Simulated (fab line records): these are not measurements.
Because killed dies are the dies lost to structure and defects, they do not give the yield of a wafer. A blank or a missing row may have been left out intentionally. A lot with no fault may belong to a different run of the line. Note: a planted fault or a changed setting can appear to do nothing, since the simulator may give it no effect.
Which tool was responsible? ; flow sky130 ; 13 lots, 39 wafers sampled, at 4 steps of a route of 708

WHAT EACH GAUGE READ, for each wafer
SKY_VIA4_BOW_MEAS_03. Usual: VIA4_BOW typically reads 78 um, with standard deviation 8.1.
lot;measured;on;VIA4_BOW (um);flag
L712;day 41 22:21;film metro-04;71 77 77;
L716;day 43 06:04;film metro-01;76 74 77;
L717;day 43 16:07;film metro-04;79 76 81;
L718;day 43 18:55;film metro-04;85 86 80;
L726;day 46 04:28;film metro-04;70 78 85;
L727;day 46 12:35;film metro-04;84 76 75;
L728;day 47 00:05;film metro-04;83 88 76;
L729;day 47 00:47;film metro-01;80 78 89;
L730;day 47 05:31;film metro-04;83 76 85;
L731;day 47 06:25;film metro-03;70 83 71;
L732;day 47 13:11;film metro-01;73 75 63;
L734;day 47 18:16;film metro-01;67 75 80;
L733;day 47 19:40;film metro-01;78 73 69;

EACH LOT AND THE TOOL THAT RAN IT (in order: tool; ch and the chambers of the sampled wafers; start)
lot;SKY_POLY_GATE_ETCH_17;SKY_METAL4_ETCH_17;SKY_VIA4_CMP_02
L712;rie si-01 ch 0,2,3, day 16 10:04;rie diel-01 ch 0,2, day 41 21:01;cmp-01 ch 0,2,3, day 41 22:08
L716;rie si-01 ch 1,2, day 18 02:43;rie diel-04 ch 1,3, day 43 04:43;cmp-01 ch 0,1, day 43 05:44
L717;rie si-01 ch 1,2,3, day 18 18:43;rie diel-02 ch 0,2,3, day 43 14:46;cmp-02 ch 1,2,3, day 43 15:53
L718;rie si-01 ch 1,2,3, day 19 01:14;rie diel-01 ch 0,1, day 43 17:34;cmp-02 ch 1,2,3, day 43 18:42
L726;rie si-02 ch 0,2, day 22 08:22;rie diel-02 ch 0,1,3, day 46 03:05;cmp-02 ch 1,2, day 46 04:10
L727;rie si-01 ch 2,3, day 22 18:23;rie diel-02 ch 1,2, day 46 11:13;cmp-01 ch 0,1,3, day 46 12:20
L728;rie si-02 ch 1,3, day 23 06:13;rie diel-01 ch 1,3, day 46 22:16;cmp-01 ch 2,3, day 46 23:46
L729;rie si-01 ch 0,2,3, day 23 11:40;rie diel-01 ch 0,3, day 46 23:26;cmp-02 ch 1,2, day 47 00:28
L730;rie si-02 ch 0,1,3, day 23 19:07;rie diel-01 ch 0,2,3, day 47 04:10;cmp-01 ch 0,2,3, day 47 05:17
L731;rie si-01 ch 0,1,3, day 23 20:22;rie diel-02 ch 1,2, day 47 05:01;cmp-01 ch 0,2,3, day 47 06:10
L732;rie si-02 ch 1,2,3, day 24 05:41;rie diel-02 ch 0,1,2, day 47 11:40;cmp-01 ch 1,2,3, day 47 12:58
L734;rie si-01 ch 0,1,3, day 24 10:55;rie diel-02 ch 2,3, day 47 16:55;cmp-01 ch 0,2,3, day 47 18:04
L733;rie si-02 ch 1,2,3, day 24 18:05;rie diel-04 ch 0,2,3, day 47 18:20;cmp-01 ch 0,1,3, day 47 19:31
- SKY_POLY_GATE_ETCH_17: etches poly-Si in HBr/Cl2, stops on SiO2, target depth 180 nm, time 70.5 s.
- SKY_METAL4_ETCH_17: etches SiO2 in C4F8/O2/Ar, stops on TiN, time 3.9 s, target depth 15 nm.
- SKY_VIA4_CMP_02: polishes SiO2.

WHAT THE TOOLS THEMSELVES READ (means of the sampled wafers that have a number; where no wafer has one, the mark that the record gives instead)
SKY_POLY_GATE_ETCH_17. Usual: drypump motor current A 5.6 A, standard deviation 0.46; oes product au 0.984 a.u., standard deviation 0.0069; throttle valve pct 33.684 %, standard deviation 0.0093.
lot;tool;drypump motor current A (A);oes product au (a.u.);throttle valve pct (%);flag
L712;rie si-01;5.4;0.988;33.676;
L716;rie si-01;5.9;0.980;33.684;
L717;rie si-01;5.8;0.986;33.690;
L718;rie si-01;5.8;0.984;33.685;
L726;rie si-02;5.3;0.987;33.703;
L727;rie si-01;5.5;0.980;33.676;
L728;rie si-02;5.7;0.981;33.684;
L729;rie si-01;5.4;0.981;33.691;
L730;rie si-02;5.5;0.993;33.687;
L731;rie si-01;5.6;0.984;33.681;
L732;rie si-02;5.9;0.983;33.686;
L734;rie si-01;5.7;0.979;33.675;
L733;rie si-02;5.9;0.980;33.684;

SKY_METAL4_ETCH_17. Usual: oes product au reads 0.754 a.u. (standard deviation 0.0087).
lot;tool;oes product au (a.u.);flag
L712;rie diel-01;0.755;
L716;rie diel-04;0.758;
L717;rie diel-02;0.764;
L718;rie diel-01;0.753;
L726;rie diel-02;0.754;
L727;rie diel-02;0.758;
L728;rie diel-01;0.755;
L729;rie diel-01;0.749;
L730;rie diel-01;0.757;
L731;rie diel-02;0.760;
L732;rie diel-02;0.758;
L734;rie diel-02;0.748;
L733;rie diel-04;0.750;

SKY_VIA4_CMP_02. Usual: motor current A reads 11.9 A (standard deviation 1.1).
lot;tool;motor current A (A);flag
L712;cmp-01;12.8;
L716;cmp-01;11.4;
L717;cmp-02;11.4;
L718;cmp-02;11.6;
L726;cmp-02;11.7;
L727;cmp-01;12.0;
L728;cmp-01;13.8;
L729;cmp-02;11.4;
L730;cmp-01;12.9;
L731;cmp-01;12.6;
L732;cmp-01;11.5;
L734;cmp-01;12.5;
L733;cmp-01;12.4;

THE ANSWER, worked out from the rows above alone
Rule: take the mean of a lot's wafers that have a number; if it is more than 3 standard deviations from the usual mean, the lot is off. Also off: a lot with no number at a reading for which 4 or more lots have one. The other lots that the step has rows for count as sound. Order of review: gauges by route order, followed by the tools' own readings, for which a lot's mean as printed above is used. The first step at which some lot is off is used, and at that step the reading that is off furthest; a lot without a number counts as furthest.
Nothing can be told from this: no lot is off at any reading shown.

WHAT THE SIMULATOR HAD PUT IN
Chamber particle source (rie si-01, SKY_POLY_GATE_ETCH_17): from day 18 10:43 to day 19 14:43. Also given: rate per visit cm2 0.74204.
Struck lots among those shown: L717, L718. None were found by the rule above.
